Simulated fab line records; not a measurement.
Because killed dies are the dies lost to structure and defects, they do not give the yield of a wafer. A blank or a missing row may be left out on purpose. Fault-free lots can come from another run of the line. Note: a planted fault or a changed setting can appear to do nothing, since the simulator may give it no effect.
Chamber matching + flow sky130 + SKY_FIELD_ISO_ETCH_14 on rie_diel-03: 4 sister chambers
The step etches BARC in N2/H2, stops on SiO2, time 45.9 s, target depth 60 nm. 18 wafers are shown with their chamber, then 9 later ones without.

== WAFERS, EACH WITH ITS CHAMBER ==
| wafer  | chamber | drypump_motor_current_A (A) | throttle_valve_pct (%) | oes_product_au (a.u.) |
|--------|---------|-----------------------------|------------------------|-----------------------|
| L382.1 | 1       | 5.8                         | 13.209                 | 0.857                 |
| L382.2 | 0       | 5.5                         | 13.235                 | 0.849                 |
| L382.4 | 2       | 5.7                         | 13.229                 | 0.843                 |
| L383.1 | 1       | 5.9                         | 13.231                 | 0.864                 |
| L383.3 | 0       | 5.5                         | 13.239                 | 0.860                 |
| L383.6 | 3       | 6.2                         | 13.227                 | 0.858                 |
| L384.3 | 2       | 5.8                         | 13.216                 | 0.852                 |
| L384.4 | 3       | 6.2                         | 13.222                 | 0.856                 |
| L384.6 | 2       | 5.8                         | 13.224                 | 0.850                 |
| L386.2 | 2       | 5.8                         | 13.223                 | 0.858                 |
| L386.3 | 3       | 6.2                         | 13.215                 | 0.853                 |
| L386.5 | 3       | 6.2                         | 13.202                 | 0.849                 |
| L393.1 | 3       | 6.2                         | 13.218                 | 0.858                 |
| L393.5 | 3       | 6.2                         | 13.232                 | 0.865                 |
| L393.6 | 2       | 5.8                         | 13.210                 | 0.864                 |
| L401.1 | 3       | 6.2                         | 13.218                 | 0.860                 |
| L401.5 | 0       | 5.5                         | 13.230                 | 0.855                 |
| L401.6 | 1       | 5.8                         | 13.220                 | 0.864                 |

SIGNATURES (averages over the wafers above)
| reading                 | chamber 0 | chamber 1 | chamber 2 | chamber 3 | scatter within a chamber |
|-------------------------|-----------|-----------|-----------|-----------|--------------------------|
| drypump_motor_current_A | 5.500     | 5.833     | 5.780     | 6.200     | 0.0324                   |
| throttle_valve_pct      | 13.23467  | 13.22000  | 13.22040  | 13.21914  | 0.00867                  |
| oes_product_au          | 0.85467   | 0.86167   | 0.85340   | 0.85700   | 0.006                    |
Rule: a wafer's distance from a chamber is the root of the sum, over the readings, of the square of ((its reading less the chamber's mean) divided by the reading's scatter). If the next closest chamber is less than 2 further off than the closest, the wafer can't be placed; otherwise it belongs to the closest. The scatter: the root of (the sum of the squares of (reading less its chamber's mean) over the shown wafers, divided by (wafers less chambers)).

== WAFERS WITHOUT THEIR CHAMBER ==
| wafer  | drypump_motor_current_A (A) | throttle_valve_pct (%) | oes_product_au (a.u.) |
|--------|-----------------------------|------------------------|-----------------------|
| L403.3 | 5.8                         | 13.225                 | 0.855                 |
| L403.4 | 5.8                         | 13.239                 | 0.854                 |
| L403.5 | 5.8                         | 13.216                 | 0.863                 |
| L404.1 | 5.8                         | 13.227                 | 0.851                 |
| L404.3 | 5.5                         | 13.230                 | 0.850                 |
| L404.5 | 5.8                         | 13.219                 | 0.858                 |
| L405.2 | 5.5                         | 13.229                 | 0.850                 |
| L405.5 | 6.2                         | 13.207                 | 0.857                 |
| L405.6 | 5.8                         | 13.215                 | 0.856                 |

== WHICH CHAMBER EACH WENT THROUGH ==
| wafer  | from the rows above     | in truth |
|--------|-------------------------|----------|
| L403.3 | can't be placed: 2 or 1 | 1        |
| L403.4 | can't be placed: 2 or 1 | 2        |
| L403.5 | can't be placed: 1 or 2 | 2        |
| L404.1 | can't be placed: 2 or 1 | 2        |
| L404.3 | 0                       | 0        |
| L404.5 | can't be placed: 2 or 1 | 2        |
| L405.2 | 0                       | 0        |
| L405.5 | 3                       | 3        |
| L405.6 | can't be placed: 2 or 1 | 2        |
Placed correctly: 3 of 9. From these rows, 6 cannot be placed; in 6 the true chamber is one of the candidates. Number placed wrongly: 0.
